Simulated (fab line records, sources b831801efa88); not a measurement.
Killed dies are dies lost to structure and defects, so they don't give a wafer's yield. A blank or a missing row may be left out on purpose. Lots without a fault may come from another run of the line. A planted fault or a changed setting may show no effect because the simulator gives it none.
Which tool did it? | flow gf180mcu | 14 lots, 42 wafers sampled, at 4 steps of a route of 602

WHAT THE GAUGES READ, wafer by wafer
GF_MVSD_OVL_MEAS_07.
lot  | measured    | on         | MVSD_OVL (nm)
L592 | day 4 09:26 | overlay-02 | -1.1 -2.6 -0.4
L593 | day 4 16:35 | overlay-02 | -0.7 -2.3 -1.8
L595 | day 5 08:22 | overlay-02 | -0.3 0.5 0.6
L596 | day 5 12:11 | overlay-01 | -0.7 -1.9 -0.4
L599 | day 6 04:27 | overlay-02 | -3.0 -1.8 -2.2
L600 | day 6 08:05 | overlay-02 | 0.7 0.8 0.7
L601 | day 6 14:30 | overlay-02 | -1.6 -1.2 -0.8
L603 | day 7 02:25 | overlay-02 | -0.6 -1.5 -1.6
L604 | day 7 10:25 | overlay-02 | -0.3 -1.2 0.2
L607 | day 8 01:01 | overlay-01 | 0.7 1.3 1.0
L608 | day 8 09:12 | overlay-02 | 0.2 0.3 1.5
L609 | day 8 12:28 | overlay-02 | -0.1 -0.5 -1.4
L611 | day 9 00:09 | overlay-02 | -0.3 0.1 -2.1
L613 | day 9 14:28 | overlay-02 | -0.8 -1.2 -0.2

GF_MVSD_TW_MEAS_11.
lot  | measured    | on            | MVSD_TW
L592 | day 4 09:52 | film_metro-03 | 1620 1617 1617
L593 | day 4 17:01 | film_metro-03 | 1619 1626 1625
L595 | day 5 08:49 | film_metro-03 | 1616 1607 1619
L596 | day 5 12:37 | film_metro-03 | 1621 1613 1623
L599 | day 6 04:53 | film_metro-02 | 1612 1600 1615
L600 | day 6 08:31 | film_metro-04 | 1615 1596 1601
L601 | day 6 15:14 | film_metro-04 | 1602 1592 1601
L603 | day 7 02:52 | film_metro-03 | 1599 1608 1602
L604 | day 7 10:51 | film_metro-04 | 1592 1592 1600
L607 | day 8 01:28 | film_metro-02 | 1616 1615 1626
L608 | day 8 09:38 | film_metro-04 | 1600 1585 1594
L609 | day 8 12:55 | film_metro-02 | 1611 1609 1613
L611 | day 9 00:35 | film_metro-02 | 1597 1614 1609
L613 | day 9 14:54 | film_metro-04 | 1605 1601 1610

GF_VT_IMPLANT_TW_MEAS_21.
lot  | measured     | on            | VT_IMPLANT_2_TW
L592 | day 6 05:46  | film_metro-02 | 1237 1242 1243
L593 | day 6 11:58  | film_metro-02 | 1237 1237 1237
L595 | day 7 05:20  | film_metro-02 | 1239 1244 1235
L596 | day 7 10:25  | film_metro-04 | 1220 1222 1225
L599 | day 8 03:52  | film_metro-04 | 1228 1229 1226
L600 | day 8 08:22  | film_metro-04 | 1223 1222 1234
L601 | day 8 16:11  | film_metro-04 | 1229 1227 1225
L603 | day 9 04:13  | film_metro-02 | 1236 1233 1233
L604 | day 9 13:26  | film_metro-02 | 1242 1236 1242
L607 | day 10 05:59 | film_metro-02 | 1239 1241 1247
L608 | day 10 13:43 | film_metro-04 | 1284 1276 1278
L609 | day 10 19:04 | film_metro-01 | 1276 1280 1276
L611 | day 11 07:24 | film_metro-01 | 1223 1220 1216
L613 | day 11 22:12 | film_metro-04 | 1222 1223 1225

WHICH TOOL RAN EACH LOT (tool, then ch and the chambers of the sampled wafers, then the start)
lot  | GF_VT_IMPLANT_IMPLANT_19
L592 | implanter-01 ch 0, day 6 05:32
L593 | implanter-01 ch 0, day 6 11:44
L595 | implanter-01 ch 0, day 7 05:07
L596 | implanter-04 ch 0, day 7 10:11
L599 | implanter-01 ch 0, day 8 03:37
L600 | implanter-04 ch 0, day 8 08:08
L601 | implanter-04 ch 0, day 8 15:55
L603 | implanter-04 ch 0, day 9 03:58
L604 | implanter-01 ch 0, day 9 13:13
L607 | implanter-03 ch 0, day 10 05:44
L608 | implanter-01 ch 0, day 10 13:29
L609 | implanter-01 ch 0, day 10 18:49
L611 | implanter-04 ch 0, day 11 07:09
L613 | implanter-03 ch 0, day 11 21:59
- GF_VT_IMPLANT_IMPLANT_19

WHAT THE TOOLS THEMSELVES READ (means of the sampled wafers that have a number; where no wafer has one, the mark that the record gives instead)
GF_VT_IMPLANT_IMPLANT_19.
lot  | tool         | beam_energy_keV
L592 | implanter-01 | 99.98
L593 | implanter-01 | 99.99
L595 | implanter-01 | 99.97
L596 | implanter-04 | 99.97
L599 | implanter-01 | 100.00
L600 | implanter-04 | 100.00
L601 | implanter-04 | 100.03
L603 | implanter-04 | 99.98
L604 | implanter-01 | 100.04
L607 | implanter-03 | 100.00
L608 | implanter-01 | 113.69
L609 | implanter-01 | 113.70
L611 | implanter-04 | 100.02
L613 | implanter-03 | 99.97

THE ANSWER, worked out from the rows above alone
Rule: what is usual is taken from the lots themselves. Put in order of their means at a reading, lots are off if they are a third of the lots or fewer, leave a main group of 4 or more, and stand apart from it by a gap of 3 or more times the standard deviation of the main group's means; of several such gaps the widest counts. A main group whose means are all the same, to the digits that the tables above print for the reading, isn't used. A lot without any number at a reading at which 4 lots or more have one is off too. The other lots that the step has rows for count as sound. The gauges are gone through in route order, then the tools' own readings, and for those a lot's mean is taken as printed above. The first step at which some lot is off is used, and at that step the reading that is off furthest; a lot without a number counts as furthest.
Off: L608, L609, at GF_VT_IMPLANT_TW_MEAS_21 (VT_IMPLANT_2_TW). The main group: mean 1232, standard deviation 7.8.
A tool fits if, at a process step before that reading, it ran every lot that is off, and no sound lot after the first of them. The gauges at GF_VT_IMPLANT_TW_MEAS_21 aren't tried: what is off there is off at GF_VT_IMPLANT_IMPLANT_19 too, on other tools, and a gauge's error can't cause that. One fits: implanter-01 at GF_VT_IMPLANT_IMPLANT_19. Its last sound lot is L604 (day 9 13:13), its first lot that is off L608 (day 10 13:29): a fault that began between those two fits.
The tool's own readings at GF_VT_IMPLANT_IMPLANT_19 bear it out: on the lots that are off they differ by more than 5 times the standard deviation of the sound lots' means. beam_energy_keV reads 113.69 there against 100.00 on the sound lots.

WHAT THE SIMULATOR HAD PUT IN
Process parameter drift: implanter-01, from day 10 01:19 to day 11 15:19, at GF_VT_IMPLANT_IMPLANT_19. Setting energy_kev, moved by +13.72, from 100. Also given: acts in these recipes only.
Lots struck among those shown: L608, L609. The rule above found the same.
